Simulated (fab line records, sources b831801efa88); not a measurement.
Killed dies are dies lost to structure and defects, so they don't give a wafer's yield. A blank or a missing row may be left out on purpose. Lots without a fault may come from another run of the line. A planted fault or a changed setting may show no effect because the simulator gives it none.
Which tool did it? | flow sky130 | 11 lots, 33 wafers sampled, at 6 steps of a route of 708

WHAT THE GAUGES READ, wafer by wafer
SKY_METAL2_RS_MEAS_05: measures by four-point-probe.
lot  | measured     | on            | METAL2_ALCU_RS (ohm/sq)
L991 | day 34 08:49 | film_metro-03 | 0.1297 0.1293 0.1265
L992 | day 34 11:02 | film_metro-02 | 0.1247 0.1267 0.1263
L994 | day 35 08:04 | film_metro-01 | 0.1263 0.1255 0.1267
L995 | day 35 10:52 | film_metro-03 | 0.1284 0.1306 0.1287
L998 | day 36 15:52 | film_metro-01 | 0.1263 0.1282 0.1294
L999 | day 37 01:22 | film_metro-01 | 0.1289 0.1250 0.1281
L100 | day 37 09:21 | film_metro-03 | 0.1302 0.1285 0.1317
L101 | day 37 13:32 | film_metro-01 | 0.1248 0.1245 0.1265
L102 | day 37 17:07 | film_metro-01 | 0.1264 0.1254 0.1246
L103 | day 38 02:01 | film_metro-03 | 0.1265 0.1228 0.1245
L107 | day 38 22:49 | film_metro-02 | 0.1205 0.1203 0.1266

SKY_METAL2_THK_MEAS_06: measures by xrf.
lot  | measured     | on            | METAL2_ALCU_THK (nm)
L991 | day 34 08:55 | film_metro-03 | 242 243 248
L992 | day 34 11:08 | film_metro-02 | 253 252 252
L994 | day 35 08:11 | film_metro-01 | 249 251 247
L995 | day 35 10:59 | film_metro-03 | 247 242 245
L998 | day 36 15:59 | film_metro-01 | 247 245 243
L999 | day 37 01:29 | film_metro-01 | 242 250 242
L100 | day 37 09:28 | film_metro-03 | 241 244 238
L101 | day 37 13:38 | film_metro-01 | 251 252 246
L102 | day 37 17:14 | film_metro-01 | 247 251 254
L103 | day 38 02:08 | film_metro-03 | 249 255 253
L107 | day 38 22:54 | film_metro-02 | 255 260 251

SKY_VIA2_RS_MEAS_22: measures by four-point-probe.
lot  | measured     | on            | VIA2_W_RS (ohm/sq)
L991 | day 36 16:11 | film_metro-03 | 0.278 0.275 0.275
L992 | day 36 18:11 | film_metro-02 | 0.276 0.277 0.270
L994 | day 37 14:13 | film_metro-03 | 0.277 0.275 0.275
L995 | day 37 17:43 | film_metro-02 | 0.273 0.267 0.272
L998 | day 38 22:17 | film_metro-03 | 0.270 0.273 0.269
L999 | day 39 08:02 | film_metro-03 | 0.271 0.269 0.269
L100 | day 39 15:40 | film_metro-03 | 0.264 0.266 0.271
L101 | day 39 19:22 | film_metro-02 | 0.273 0.272 0.266
L102 | day 39 22:45 | film_metro-04 | 0.267 0.264 0.269
L103 | day 40 06:50 | film_metro-02 | 0.274 0.268 0.269
L107 | day 41 03:11 | film_metro-02 | 0.271 0.269 0.270

SKY_CAPM_THK_MEAS_01.
lot  | measured     | on            | CAPM_CVD_00_THK (nm)
L991 | day 36 16:50 | film_metro-03 | 15.62 15.37 16.01
L992 | day 36 18:50 | film_metro-04 | 15.72 15.84 15.48
L994 | day 37 14:52 | film_metro-01 | 14.92 15.50 15.76
L995 | day 37 18:23 | film_metro-03 | 15.56 15.30 15.78
L998 | day 38 23:05 | film_metro-03 | 15.85 15.46 15.76
L999 | day 39 08:53 | film_metro-01 | 15.26 15.56 15.65
L100 | day 39 16:19 | film_metro-03 | 15.27 15.16 15.51
L101 | day 39 19:59 | film_metro-03 | 15.47 15.63 15.44
L102 | day 39 23:24 | film_metro-03 | 15.36 15.88 15.76
L103 | day 40 07:29 | film_metro-01 | 15.39 15.06 15.35
L107 | day 41 03:49 | film_metro-01 | 15.12 15.75 15.75

SKY_METAL3_OVL_MEAS_14.
lot  | measured     | on         | METAL3_OVL (nm)
L991 | day 38 21:31 | overlay-02 | 4 4 5
L992 | day 38 23:16 | overlay-01 | 4 -5 -2
L994 | day 39 18:31 | overlay-01 | -4 -5 -4
L995 | day 39 22:09 | overlay-02 | -10 -8 -3
L998 | day 41 01:22 | overlay-01 | 0 -7 -5
L999 | day 41 10:22 | overlay-02 | 3 6 3
L100 | day 41 17:42 | overlay-02 | -4 0 0
L101 | day 41 20:13 | overlay-01 | 4 -3 -6
L102 | day 41 23:22 | overlay-02 | 4 4 2
L103 | day 42 09:01 | overlay-02 | -4 -1 1
L107 | day 43 04:29 | overlay-02 | -10 -1 -5

WHICH TOOL RAN EACH LOT (tool, then ch and the chambers of the sampled wafers, then the start)
lot  | SKY_METAL2_SPUTTER_02
L991 | pvd_sputter-01, day 34 08:42
L992 | pvd_sputter-02, day 34 10:55
L994 | pvd_sputter-03, day 35 07:57
L995 | pvd_sputter-03, day 35 10:46
L998 | pvd_sputter-02, day 36 15:46
L999 | pvd_sputter-02, day 37 01:17
L100 | pvd_sputter-01, day 37 09:15
L101 | pvd_sputter-03, day 37 13:23
L102 | pvd_sputter-03, day 37 17:01
L103 | pvd_sputter-03, day 38 01:54
L107 | pvd_sputter-03, day 38 22:40
- SKY_METAL2_SPUTTER_02: material AlCu, target thk 250 nm, time 13.3 s.

WHAT THE TOOLS THEMSELVES READ (means of the sampled wafers that have a number; where no wafer has one, the mark that the record gives instead)
SKY_METAL2_SPUTTER_02.
lot  | tool           | chamber_pressure_pa (Pa) | throttle_valve_pct (%)
L991 | pvd_sputter-01 | 0.4009                   | 30.0
L992 | pvd_sputter-02 | 0.3999                   | 29.6
L994 | pvd_sputter-03 | 0.3999                   | 28.4
L995 | pvd_sputter-03 | 0.3998                   | 28.9
L998 | pvd_sputter-02 | 0.4004                   | 29.5
L999 | pvd_sputter-02 | 0.4000                   | 29.6
L100 | pvd_sputter-01 | 0.3996                   | 30.4
L101 | pvd_sputter-03 | 0.3996                   | 29.5
L102 | pvd_sputter-03 | 0.4000                   | 28.9
L103 | pvd_sputter-03 | 0.3999                   | 29.6
L107 | pvd_sputter-03 | 0.3459                   | 32.8

THE ANSWER, worked out from the rows above alone
Rule: what is usual is taken from the lots themselves. Put in order of their means at a reading, lots are off if they are a third of the lots or fewer, leave a main group of 4 or more, and stand apart from it by a gap of 3 or more times the standard deviation of the main group's means; of several such gaps the widest counts. A main group whose means are all the same, to the digits that the tables above print for the reading, isn't used. A lot without any number at a reading at which 4 lots or more have one is off too. The other lots that the step has rows for count as sound. The gauges are gone through in route order, then the tools' own readings, and for those a lot's mean is taken as printed above. The first step at which some lot is off is used, and at that step the reading that is off furthest; a lot without a number counts as furthest.
Off: L107, at SKY_METAL2_SPUTTER_02 (chamber_pressure_pa). The main group: mean 0.4000 Pa, standard deviation 0.00037.
A tool fits if, at that step or a process step before it, it ran every lot that is off, and no sound lot after the first of them. One fits: pvd_sputter-03 at SKY_METAL2_SPUTTER_02. Its last sound lot is L103 (day 38 01:54), its first lot that is off L107 (day 38 22:40): a fault that began between those two fits.
The tool's own readings at SKY_METAL2_SPUTTER_02 bear it out: on the lots that are off they differ by more than 5 times the standard deviation of the sound lots' means. chamber_pressure_pa reads 0.3459 Pa there against 0.4000 Pa on the sound lots; throttle_valve_pct reads 32.8 % there against 29.4 % on the sound lots.

WHAT THE SIMULATOR HAD PUT IN
Process parameter drift: pvd_sputter-03, from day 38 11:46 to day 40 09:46, at SKY_METAL2_SPUTTER_02. Setting chamber_pressure_pa, moved by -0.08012, from 0.4. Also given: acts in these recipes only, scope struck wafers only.
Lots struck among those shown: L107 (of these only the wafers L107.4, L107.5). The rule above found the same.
